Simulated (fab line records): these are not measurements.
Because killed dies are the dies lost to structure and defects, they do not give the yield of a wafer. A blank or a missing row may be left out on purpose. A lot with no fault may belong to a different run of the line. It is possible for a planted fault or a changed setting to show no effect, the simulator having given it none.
fab line records ; flow sky130
[record] lots = 6; wafers = 18; last-day = 50
route steps=708 shown CONTACT@410 PAD_OPEN@708
lots with no fault: from the same line, run without faults
start-h: hours from the record's opening day to when the first of the lot's shown wafers began ; wait-h: time in hours since the lot's previous step ; " as in the row above ; L1.1+2: a single row standing in for several wafers ; - value missing, or start not given ; * or withheld: withheld ; < > ~ a bound
route shown NAME@n: names a module that has steps shown in the file, with the first one's number in the route ; usual: mean/standard deviation of fault-free wafers ; same: alike in all rows ; chamber/n: place in a boat ; sites: per-site readings ; _std_site: the standard deviation of these ; _edge_site: inner sites' mean taken away from outer sites' mean ; radius-mm: how far each site lies from the wafer's centre ; mask NAME#n: copy n ; behind: the last tool/chamber to shape the wafer ; hold: why the lot was held/for how many hours/how that ended ; device: which transistor (n, p or np) failed to switch ; end of line: the tests these same wafers got at the end of their route ; step lacking rows: just its recipe ; killed: at the first sort, the dies lost to defects and structure; wafer yield is something else ; map: shows each die of a wafer: x if killed, . if not, _ if none is there
set.NAME: the run value of the setting; set.NAME@STEP: its run value at that earlier step ; model.NAME: the simulator's own value behind a step, which no gauge read
a table for each step, a row for each wafer; lots at some steps of the route
services: the hour from which a tool's chamber was out of use, counted from the record's first day as start-h (under 0 if before that day), plus the number of hours and why
[[steps]]
[step SKY_CONTACT_CMP_04]
[recipe] material = SiO2; down-force-psi = 4; platen-rpm = 60; pad-velocity-m-s = 0.94248
[usual] motor-current-A = 11.1/1.2; time-to-endpoint-s = 81/3.5
lot.wafer;tool;chamber;start-h;wait-h;motor-current-A;time-to-endpoint-s
L927.1;cmp-02;1;713.44;0.5;12.3;77
L927.6;cmp-02;3;713.44;0.5;11.4;76
L927.5;cmp-02;0;713.44;0.5;12.3;78
L939.4;cmp-02;0;811.36;0.1;12.8;78
L939.1;cmp-02;2;811.36;0.1;8.4;79
L939.5;cmp-02;0;811.36;0.1;12.6;76
L940.1;cmp-02;2;813.16;0.1;8.8;82
L940.6;cmp-02;2;813.16;0.1;8.7;80
L940.5;cmp-02;3;813.16;0.1;11.3;78
L944.1;cmp-01;1;848.89;0.1;10.6;80
L944.3;cmp-01;0;848.89;0.1;11.4;87
L944.6;cmp-01;1;848.89;0.1;11.0;81
L947.1;cmp-01;3;877.06;0.1;12.1;80
L947.3;cmp-01;1;877.06;0.1;11.1;76
L947.4;cmp-01;2;877.06;0.1;10.0;79
L948.4;cmp-02;1;882.85;0.0;11.4;81
L948.1;cmp-02;3;882.85;0.0;11.4;86
L948.5;cmp-02;1;882.85;0.0;12.2;85
[step SKY_CONTACT_BOW_MEAS_05]
[recipe] mode = bow
[usual] CONTACT_BOW = 79/7.7
lot.wafer;tool;chamber;start-h;wait-h;CONTACT_BOW[um]
L927.1;film-metro-01;-;713.64;0.1;86
L927.5;film-metro-01;-;713.64;0.1;67
L927.6;film-metro-01;-;713.64;0.1;82
L939.1;film-metro-03;-;811.61;0.1;75
L939.4;film-metro-03;-;811.61;0.1;81
L939.5;film-metro-03;-;811.61;0.1;69
L940.1;film-metro-01;-;813.46;0.2;98
L940.5;film-metro-01;-;813.46;0.2;84
L940.6;film-metro-01;-;813.46;0.2;81
L944.1;film-metro-04;-;849.19;0.2;75
L944.3;film-metro-04;-;849.19;0.2;86
L944.6;film-metro-04;-;849.19;0.2;73
L947.1;film-metro-03;-;877.36;0.2;89
L947.3;film-metro-03;-;877.36;0.2;73
L947.4;film-metro-03;-;877.36;0.2;85
L948.1;film-metro-01;-;883.15;0.1;71
L948.4;film-metro-01;-;883.15;0.1;90
L948.5;film-metro-01;-;883.15;0.1;75
[step SKY_CONTACT_DEHYDRATE_06]
[recipe] temp-c = 200; time-s = 60
[step SKY_CONTACT_HMDS_07]
[recipe] prime-time-s = 60; prime-temp-c = 120
[step SKY_CONTACT_COAT_08]
[recipe] resist = BARC; temp-c = withheld; time-s = withheld; spin-rpm = 3000; resist-thk-nm = 60
[step SKY_CONTACT_COAT_09]
[recipe] resist = KrF-thick; spin-rpm = 3000; resist-thk-nm = 450
[step SKY_CONTACT_SOFTBAKE_10]
[recipe] temp-c = 100; time-s = 90; resist = KrF-thick
[step SKY_CONTACT_EXPOSE_11]
[recipe] mask-id = CTM1; na = 0.8; source-shape = annular; sigma-inner = 0.55; sigma-outer = 0.85; target-cd-nm = 170; dose-mj = 38
[step SKY_CONTACT_PEB_12]
[recipe] peb-temp-c = withheld; peb-time-s = withheld; resist = KrF-thick
[step SKY_CONTACT_DEVELOP_13]
[recipe] develop-time-s = 60; resist = KrF-thick; dev-temp-c = 21
[step SKY_CONTACT_CD_MEAS_14]
[recipe] target-cd-nm = 170
[usual] cd-nm = 169.6/1.6
lot.wafer;tool;chamber;start-h;wait-h;cd-nm
L927.1;cd-sem-01;-;741.77;-;168.1
L927.5;cd-sem-01;-;741.77;-;167.9
L927.6;cd-sem-01;-;741.77;-;167.1
L939.1;cd-sem-01;-;837.77;-;167.2
L939.4;cd-sem-01;-;837.77;-;168.0
L939.5;cd-sem-01;-;837.77;-;169.2
L940.1;cd-sem-02;-;839.57;-;170.9
L940.5;cd-sem-02;-;839.57;-;171.7
L940.6;cd-sem-02;-;839.57;-;170.7
L944.1;cd-sem-02;-;875.43;-;169.2
L944.3;cd-sem-02;-;875.43;-;171.3
L944.6;cd-sem-02;-;875.43;-;171.0
L947.1;cd-sem-01;-;902.28;-;168.6
L947.3;cd-sem-01;-;902.28;-;169.2
L947.4;cd-sem-01;-;902.28;-;169.1
L948.1;cd-sem-02;-;908.72;-;169.7
L948.4;cd-sem-02;-;908.72;-;168.7
L948.5;cd-sem-02;-;908.72;-;168.7
[step SKY_CONTACT_OVL_MEAS_15]
[usual] CONTACT_OVL = 2/5.5
lot.wafer;tool;chamber;start-h;wait-h;CONTACT_OVL[nm]
L927.1;overlay-02;-;741.89;0.1;4
L927.5;overlay-02;-;741.89;0.1;0
L927.6;overlay-02;-;741.89;0.1;-9
L939.1;overlay-01;-;837.89;0.1;5
L939.4;overlay-01;-;837.89;0.1;3
L939.5;overlay-01;-;837.89;0.1;6
L940.1;overlay-01;-;839.69;0.1;11
L940.5;overlay-01;-;839.69;0.1;9
L940.6;overlay-01;-;839.69;0.1;-4
L944.1;overlay-02;-;875.55;0.1;1
L944.3;overlay-02;-;875.55;0.1;8
L944.6;overlay-02;-;875.55;0.1;6
L947.1;overlay-02;-;902.40;0.1;2
L947.3;overlay-02;-;902.40;0.1;2
L947.4;overlay-02;-;902.40;0.1;-2
L948.1;overlay-02;-;908.84;0.1;-2
L948.4;overlay-02;-;908.84;0.1;4
L948.5;overlay-02;-;908.84;0.1;7
[step SKY_CONTACT_ETCH_16]
[recipe] chemistry = N2/H2; target = BARC; ion-energy-ev = 200; source-w = 500; bias-w = 100; pressure-mtorr = 30; n2-flow-sccm = 100; h2-flow-sccm = 200; stop-on = SiO2; time-s = 45.9; target-depth-a = 600
[usual] drypump-motor-current-A = 5.8/0.51; oes-product-au = 0.855/0.0048; rf-fwd-power-W = 494.4/2.1; throttle-valve-pct = 13.226/0.0091
lot.wafer;tool;chamber;start-h;wait-h;drypump-motor-current-A;oes-product-au;rf-fwd-power-W;rf-hours-counter-h;throttle-valve-pct;model.KrF-thick_of_CONTACT_COAT_09.thk-nm
L927.1;rie-diel-04;3;741.93;0.0;5.7;0.845;492.4;10;13.231;393
L927.5;rie-diel-04;0;741.93;0.0;6.3;0.856;491.5;-;13.234;394.8
L927.6;rie-diel-04;3;741.93;0.0;5.7;0.850;492.2;-;13.212;394.2
L939.1;rie-diel-02;2;837.92;0.0;5.7;0.852;575.5;12;13.231;384.9
L939.4;rie-diel-02;1;837.92;0.0;6.0;0.858;576.2;4;13.226;386.6
L939.5;rie-diel-02;1;837.92;0.0;6.0;0.856;575.1;-;13.220;387.8
L940.1;rie-diel-02;0;839.73;0.0;6.1;0.861;573.4;13;13.219;390
L940.5;rie-diel-02;1;839.73;0.0;5.9;0.854;577.7;-;13.242;389.6
L940.6;rie-diel-02;0;839.73;0.0;6.1;0.853;576.6;-;13.228;387.4
L944.1;rie-diel-03;2;875.59;0.0;5.8;0.849;495.5;14;13.234;391.5
L944.3;rie-diel-03;0;875.59;0.0;6.2;0.854;493.9;12;13.220;393.6
L944.6;rie-diel-03;1;875.59;0.0;4.7;0.852;497.8;-;13.228;393
L947.1;rie-diel-04;3;902.43;0.0;5.7;0.849;492.7;14;13.230;393.2
L947.3;rie-diel-04;2;902.43;0.0;5.1;0.852;494.9;8;13.224;394.9
L947.4;rie-diel-04;0;902.43;0.0;6.3;0.853;495.0;8;13.242;393.4
L948.1;rie-diel-02;1;908.88;0.0;6.0;0.860;494.3;6;13.226;392.6
L948.4;rie-diel-02;3;908.88;0.0;6.6;0.858;492.6;-;13.250;391.4
L948.5;rie-diel-02;0;908.88;0.0;6.0;0.858;497.2;-;13.223;392.2
[step SKY_CONTACT_ETCH_17]
[recipe] target = SiO2; chemistry = C4F8/O2/Ar; stop-on = Si3N4; mask-material = KrF-thick; source-w = 1500; bias-w = 1200; pressure-mtorr = 40; c4f8-flow-sccm = withheld; O2_flow_sccm = 6; Ar_flow_sccm = 300; time-s = withheld; target-depth-a = 3400
[usual] oes-product-au = 0.892/0.0054; rf-fwd-power-W = 1486/5.8
lot.wafer;tool;chamber;start-h;wait-h;oes-product-au;rf-fwd-power-W
L927.1;rie-diel-04;3;741.97;0.0;0.888;1485
L927.5;rie-diel-04;0;741.97;0.0;0.891;1488
L927.6;rie-diel-04;3;741.97;0.0;0.887;1479
L939.1;rie-diel-02;2;837.97;0.0;0.891;1482
L939.4;rie-diel-02;1;837.97;0.0;0.890;1489
L939.5;rie-diel-02;1;837.97;0.0;0.894;1480
L940.1;rie-diel-02;0;839.77;0.0;0.891;1491
L940.5;rie-diel-02;1;839.77;0.0;0.904;1485
L940.6;rie-diel-02;0;839.77;0.0;0.895;1500
L944.1;rie-diel-03;2;875.63;0.0;0.890;1494
L944.3;rie-diel-03;0;875.63;0.0;0.895;1492
L944.6;rie-diel-03;1;875.63;0.0;0.887;1499
L947.1;rie-diel-04;3;902.48;0.0;0.902;1486
L947.3;rie-diel-04;2;902.48;0.0;0.898;1501
L947.4;rie-diel-04;0;902.48;0.0;0.888;1479
L948.1;rie-diel-02;1;908.92;0.0;0.888;1494
L948.4;rie-diel-02;3;908.92;0.0;0.887;1475
L948.5;rie-diel-02;0;908.92;0.0;0.888;1487
[step SKY_CONTACT_ETCH_18]
[recipe] target = Si3N4; chemistry = CHF3/O2; stop-on = TiN; source-w = 600; bias-w = 200; pressure-mtorr = 40; chf3-flow-sccm = 50; O2_flow_sccm = 5; time-s = 39; target-depth-a = 750
[usual] drypump-motor-current-A = 5.8/0.5; oes-product-au = 0.854/0.0077; rf-fwd-power-W = 592.7/2.5; throttle-valve-pct = 8.794/0.0099
lot.wafer;tool;chamber;start-h;wait-h;drypump-motor-current-A;oes-product-au;rf-fwd-power-W;rf-hours-counter-h;throttle-valve-pct;model.KrF-thick_of_CONTACT_COAT_09.thk-nm
L927.1;rie-diel-04;3;-;-;5.7;0.847;588.4;10;8.783;242.8
L927.5;rie-diel-04;0;-;-;6.3;0.852;586.8;-;8.791;246
L927.6;rie-diel-04;3;-;-;5.7;0.860;589.2;-;8.787;244.3
L939.1;rie-diel-02;2;-;-;5.7;0.850;592.2;12;8.783;233.6
L939.4;rie-diel-02;1;-;-;6.0;0.849;594.1;4;8.801;240.6
L939.5;rie-diel-02;1;-;-;6.0;0.857;590.4;-;8.808;240.6
L940.1;rie-diel-02;0;-;-;6.0;0.854;594.5;13;8.790;242.1
L940.5;rie-diel-02;1;-;-;6.0;0.860;598.6;-;8.800;241.5
L940.6;rie-diel-02;0;-;-;6.1;0.853;593.8;-;8.808;237.8
L944.1;rie-diel-03;2;-;-;5.7;0.845;596.7;14;8.787;237.6
L944.3;rie-diel-03;0;-;-;6.2;0.853;594.3;12;8.786;242.3
L944.6;rie-diel-03;1;-;-;4.7;0.857;594.9;-;8.779;242
L947.1;rie-diel-04;3;-;-;5.7;0.849;590.8;15;8.785;242.9
L947.3;rie-diel-04;2;-;-;5.1;0.848;593.6;8;8.803;244.1
L947.4;rie-diel-04;0;-;-;6.2;0.859;589.9;8;8.787;244.7
L948.1;rie-diel-02;1;-;-;6.0;0.848;591.1;6;8.821;245.8
L948.4;rie-diel-02;3;-;-;6.6;0.863;588.8;-;8.787;241.7
L948.5;rie-diel-02;0;-;-;6.0;0.854;593.6;-;8.785;243.2
[step SKY_CONTACT_STRIP_19]
[recipe] chemistry = O2/N2; power-w = 1400; pressure-mtorr = 1500; platen-temp-c = withheld; o2-flow-sccm = 3000; n2-flow-sccm = 300; overash-fraction = 0.5
[usual] drypump-motor-current-A = 5.51/0.2; oes-product-au = 0.380/0.0046; strip-time-to-endpoint-s = 3.615/0.027
[same] overash-fraction = 0.5
lot.wafer;tool;chamber;start-h;wait-h;drypump-motor-current-A;oes-product-au;rf-hours-counter-h;strip-time-to-endpoint-s
L927.1;plasma-asher-03;0;742.06;-;5.57;0.383;30;3.604
L927.5;plasma-asher-03;1;742.06;-;5.77;0.379;-;3.653
L927.6;plasma-asher-03;0;742.06;-;5.56;0.375;-;3.627
L939.1;plasma-asher-02;0;838.06;-;5.32;0.383;8;3.514
L939.4;plasma-asher-02;1;838.06;-;5.66;0.377;-;3.591
L939.5;plasma-asher-02;1;838.06;-;5.68;0.380;-;3.588
L940.1;plasma-asher-04;0;839.86;-;5.56;0.380;71;3.612
L940.5;plasma-asher-04;1;839.86;-;5.19;0.381;-;3.610
L940.6;plasma-asher-04;0;839.86;-;5.57;0.378;-;3.573
L944.1;plasma-asher-02;1;875.72;-;5.70;0.374;13;3.564
L944.3;plasma-asher-02;0;875.72;-;5.35;0.390;-;3.628
L944.6;plasma-asher-02;0;875.72;-;5.34;0.372;-;3.614
L947.1;plasma-asher-03;1;902.57;-;5.76;0.379;45;3.622
L947.3;plasma-asher-03;0;902.57;-;5.59;0.383;-;3.635
L947.4;plasma-asher-03;1;902.57;-;5.72;0.378;-;3.615
L948.1;plasma-asher-04;1;909.01;-;5.21;0.381;79;3.640
L948.4;plasma-asher-04;1;909.01;-;5.20;0.375;-;3.591
L948.5;plasma-asher-04;0;909.01;-;5.57;0.378;-;3.621
[step SKY_PAD_OPEN_PROBE_99]
[usual] killed_at_M0_to_M3 = 45/6.8; killed_at_M4_up = 3.2/1.6; killed-at-contacts = 24/5.1; killed-at-front-end = 14/4.4; killed-at-other = 0.4/0.65; killed-dies = 87/8.8; killed-open = 47/7.2; killed-short = 39/6.1
[same] gross-dies = 492; killed-at-back-side = 0
lot.wafer;tool;chamber;start-h;wait-h;killed_at_M0_to_M3;killed_at_M4_up;killed-at-contacts;killed-at-front-end;killed-at-other;killed-dies;killed-open;killed-short
L927.1;prober-01;-;1079.94;0.1;54;1;20;14;1;90;50;40
L927.5;prober-01;-;1080.14;0.2;41;2;25;9;0;77;36;41
L927.6;prober-01;-;1080.19;0.2;49;2;25;10;1;87;48;39
L939.1;prober-01;-;1150.83;0.1;40;3;22;11;0;76;41;34
L939.4;prober-01;-;1150.98;0.2;41;4;22;17;0;84;49;35
L939.5;prober-01;-;1151.03;0.2;37;2;24;18;0;81;45;36
L940.1;prober-02;-;1153.58;0.1;42;2;21;20;0;85;43;42
L940.5;prober-02;-;1153.78;0.2;40;1;31;22;0;94;50;44
L940.6;prober-02;-;1153.83;0.2;48;7;23;12;0;90;46;44
L944.1;prober-02;-;1176.83;0.1;38;4;17;11;0;70;43;27
L944.3;prober-02;-;1176.93;0.2;48;2;27;11;0;88;50;38
L944.6;prober-02;-;1177.08;0.2;42;5;23;17;0;87;44;43
L947.1;prober-01;-;1197.09;0.1;51;4;23;9;0;87;39;48
L947.3;prober-01;-;1197.19;0.2;53;4;19;10;0;86;46;40
L947.4;prober-01;-;1197.24;0.2;53;5;31;13;0;102;51;51
L948.1;prober-02;-;1201.32;0.1;43;2;21;18;3;87;54;33
L948.4;prober-02;-;1201.47;0.2;42;3;21;11;0;77;45;32
L948.5;prober-02;-;1201.52;0.2;34;5;19;15;0;73;42;31
// killed by level:class
L927.1 VIA1:geometric-particle:open=16 CONTACT:geometric-particle:open=7 FIELD_ISO:geometric-particle:open=6 METAL1:geometric-particle:short=6 VIA2:geometric-particle:open=6 CONTACT:geometric-particle:short=5 VIA3:geometric-particle:open=5 VIA2:geometric-particle:short=4
L927.5 CONTACT:geometric-particle:open=8 VIA1:geometric-particle:short=6 VIA1:geometric-particle:open=6 VIA2:geometric-particle:short=6 CONTACT:geometric-particle:short=5 METAL1:geometric-particle:short=5 VIA2:geometric-particle:open=5 FIELD_ISO:geometric-particle:open=4
L927.6 CONTACT:geometric-particle:open=11 VIA1:geometric-particle:open=10 METAL1:geometric-particle:short=6 VIA3:geometric-particle:open=6 VIA1:geometric-particle:short=5 METAL2:geometric-particle:short=5 VIA2:geometric-particle:open=5 VIA2:geometric-particle:short=5
L939.1 CONTACT:geometric-particle:open=11 VIA1:geometric-particle:open=8 VIA3:geometric-particle:open=6 VIA3:geometric-particle:short=6 LI_CONTACT:geometric-particle:open=5 CONTACT:geometric-particle:short=5 VIA2:geometric-particle:open=5 VIA2:geometric-particle:short=4
L939.4 VIA3:geometric-particle:open=10 LI_CONTACT:geometric-particle:open=8 CONTACT:geometric-particle:open=8 VIA2:geometric-particle:open=6 VIA1:geometric-particle:open=6 FIELD_ISO:geometric-particle:short=5 POLY_GATE:geometric-particle:short=5 VIA1:geometric-particle:short=5
L939.5 VIA1:geometric-particle:open=9 LI_CONTACT:geometric-particle:open=8 VIA3:geometric-particle:open=7 CONTACT:geometric-particle:open=5 CONTACT:geometric-particle:short=5 VIA2:geometric-particle:open=5 VIA3:geometric-particle:short=5 LOCAL_INTERCONNECT:geometric-particle:short=4
L940.1 VIA1:geometric-particle:open=11 VIA1:geometric-particle:short=8 CONTACT:geometric-particle:open=7 LI_CONTACT:geometric-particle:open=6 FIELD_ISO:geometric-particle:open=5 FIELD_ISO:geometric-particle:short=4 POLY_GATE:geometric-particle:short=4 LOCAL_INTERCONNECT:geometric-particle:short=4
L940.5 VIA1:geometric-particle:open=12 LI_CONTACT:geometric-particle:open=11 CONTACT:geometric-particle:open=11 METAL1:geometric-particle:short=8 POLY_GATE:geometric-particle:short=7 FIELD_ISO:geometric-particle:short=6 VIA3:geometric-particle:open=4 VIA1:geometric-particle:short=4
L940.6 CONTACT:geometric-particle:open=12 METAL2:geometric-particle:short=9 VIA1:geometric-particle:short=7 METAL1:geometric-particle:short=6 VIA1:geometric-particle:open=6 LI_CONTACT:geometric-particle:open=5 METAL4:geometric-particle:short=5 POLY_GATE:geometric-particle:open=4
L944.1 VIA2:geometric-particle:open=7 CONTACT:geometric-particle:open=6 VIA3:geometric-particle:open=6 VIA1:geometric-particle:short=5 VIA1:geometric-particle:open=5 LI_CONTACT:geometric-particle:short=4 FIELD_ISO:geometric-particle:open=3 LI_CONTACT:geometric-particle:open=3
L944.3 CONTACT:geometric-particle:open=15 VIA1:geometric-particle:open=9 VIA1:geometric-particle:short=8 CONTACT:geometric-particle:short=6 LI_CONTACT:geometric-particle:open=5 VIA2:geometric-particle:open=5 VIA3:geometric-particle:open=5 METAL1:geometric-particle:short=4
L944.6 VIA1:geometric-particle:open=10 CONTACT:geometric-particle:open=9 METAL2:geometric-particle:short=8 METAL1:geometric-particle:short=6 FIELD_ISO:geometric-particle:open=5 VIA2:geometric-particle:open=5 FIELD_ISO:geometric-particle:short=4 LI_CONTACT:geometric-particle:short=4
L947.1 VIA1:geometric-particle:open=12 CONTACT:geometric-particle:open=11 METAL1:geometric-particle:short=10 VIA1:geometric-particle:short=7 METAL2:geometric-particle:short=5 FIELD_ISO:geometric-particle:short=4 LI_CONTACT:geometric-particle:open=4 LOCAL_INTERCONNECT:geometric-particle:short=4
L947.3 VIA1:geometric-particle:open=13 VIA1:geometric-particle:short=8 METAL2:geometric-particle:short=8 METAL1:geometric-particle:short=7 VIA3:geometric-particle:open=7 LI_CONTACT:geometric-particle:open=6 CONTACT:geometric-particle:open=6 POLY_GATE:geometric-particle:open=4
L947.4 CONTACT:geometric-particle:open=14 VIA1:geometric-particle:open=10 METAL2:geometric-particle:short=8 METAL1:geometric-particle:short=7 LI_CONTACT:geometric-particle:open=6 METAL4:geometric-particle:short=5 VIA3:geometric-particle:short=5 VIA3:geometric-particle:open=5
L948.1 CONTACT:geometric-particle:open=14 VIA2:geometric-particle:open=11 VIA1:geometric-particle:open=9 POLY_GATE:geometric-particle:short=7 VIA1:geometric-particle:short=6 VIA3:geometric-particle:open=5 FIELD_ISO:geometric-particle:open=4 POLY_GATE:geometric-particle:open=3
L948.4 VIA1:geometric-particle:open=11 LI_CONTACT:geometric-particle:open=8 VIA2:geometric-particle:open=8 CONTACT:geometric-particle:open=6 CONTACT:geometric-particle:short=4 VIA1:geometric-particle:short=4 VIA2:geometric-particle:short=4 POLY_GATE:geometric-particle:short=3
L948.5 VIA2:geometric-particle:open=9 CONTACT:geometric-particle:open=7 LI_CONTACT:geometric-particle:open=6 POLY_GATE:geometric-particle:open=5 VIA1:geometric-particle:open=5 VIA3:geometric-particle:open=5 METAL4:geometric-particle:short=5 METAL1:geometric-particle:short=4
[[services]]
tool;chamber;start-h;hours;kind
rie-diel-04;2;698.15;28.5;repair
cmp-01;-;702.33;0.9;repair
cmp-02;-;705.38;0.3;repair
rie-diel-04;3;708.87;3.9;repair
cmp-01;-;710.76;6.4;repair
rie-diel-03;-;731.83;0.1;repair
plasma-asher-02;-;733.75;9.0;pm
rie-diel-04;1;739.51;1.7;repair
cmp-02;-;744.00;4.0;pm
cmp-02;-;747.50;1.2;repair
rie-diel-04;1;752.53;7.6;repair
cmp-02;-;782.22;17.9;pm
cmp-02;-;800.61;0.6;repair
rie-diel-02;3;804.66;1.8;repair
rie-diel-02;3;811.23;15.4;repair
rie-diel-03;1;843.60;13.1;repair
rie-diel-04;3;849.32;2.4;repair
cmp-02;-;852.34;0.8;repair
cmp-02;-;864.46;4.5;pm
cmp-02;-;876.24;1.0;repair
rie-diel-02;1;884.79;5.1;repair
cmp-02;-;893.70;0.6;repair
rie-diel-03;-;898.55;4.2;repair
rie-diel-02;2;903.95;10.2;repair
[[key]]
[first-sign] step = SKY_CONTACT_ETCH_16; reading = rf-fwd-power-W; direction = up; sigmas = 38; usual = 494.4; struck = 575.8
effect none on later readings
[model-effect] step = SKY_CONTACT_ETCH_16; value = KrF-thick_of_CONTACT_COAT_09.thk-nm; without = 393.8; struck = 387.7
[model-effect] step = SKY_CONTACT_ETCH_18; value = KrF-thick_of_CONTACT_COAT_09.thk-nm; without = 245.5; struck = 239.4
met-at SKY_CONTACT_ETCH_16
struck-wafers L939.1,L939.4,L939.5,L940.1,L940.5,L940.6
tester-left-out L939,L940
[fault] kind = process-parameter-drift; tool = rie-diel-02; chamber = -; onset-h = 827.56; steps = SKY_CONTACT_ETCH_16; channel = source-w; offset = 80; shape = step; end-h = 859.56; acts-in = these-recipes-only; stated = 500
// tester-left-out: of these lots the tester's yield and bins aren't shown, on N5 and GAA mostly nor the transistor test; their killed dies are dies lost to structure and defects alone, not to doping, threshold or leakage, so they don't give the yield
